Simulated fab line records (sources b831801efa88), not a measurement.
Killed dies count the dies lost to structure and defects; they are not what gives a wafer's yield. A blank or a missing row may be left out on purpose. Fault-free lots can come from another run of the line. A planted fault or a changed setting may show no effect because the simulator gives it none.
Matching of chambers ; flow sky130 ; SKY_VIA4_CMP_02 on cmp-02 has 4 sister chambers
The step polishes SiO2. 4 wafers are shown with their chamber, then 9 later ones without.

## WAFERS WITH THEIR CHAMBER
wafer;chamber;motor_current_A (A)
L532.2;1;9.6
L532.4;0;12.7
L534.4;2;10.6
L534.6;3;11.2

## WAFERS MISSING THEIR CHAMBER
wafer;motor_current_A (A)
L545.2;12.9
L545.4;10.8
L545.6;12.8
L546.1;9.5
L546.2;11.0
L546.6;10.8
L549.4;12.9
L549.5;11.2
L549.6;9.1

## EACH ONE'S CHAMBER
wafer;from the rows above;in truth
L545.2;0;0
L545.4;can't be placed: 2 or 3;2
L545.6;0;0
L546.1;1;1
L546.2;can't be placed: 3 or 2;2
L546.6;can't be placed: 2 or 3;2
L549.4;0;0
L549.5;3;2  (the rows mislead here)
L549.6;1;1
Placed correctly: 5 of 9. These rows do not allow placing 3 (true chamber among the candidates in 3). Placed wrongly: 1.
How it was worked out, from the rows above alone: a wafer's distance from a chamber is the root of the sum, over the readings, of the square of ((its reading less the chamber's mean) divided by the reading's scatter). The wafer belongs to the nearest chamber; if the next one is less than 2 further off, it can't be placed. For every chamber, the mean is computed from those of its wafers that are shown. The scatter: with one shown wafer a chamber, the root of the mean of the squares of how far each hidden wafer lies from its nearest shown one.
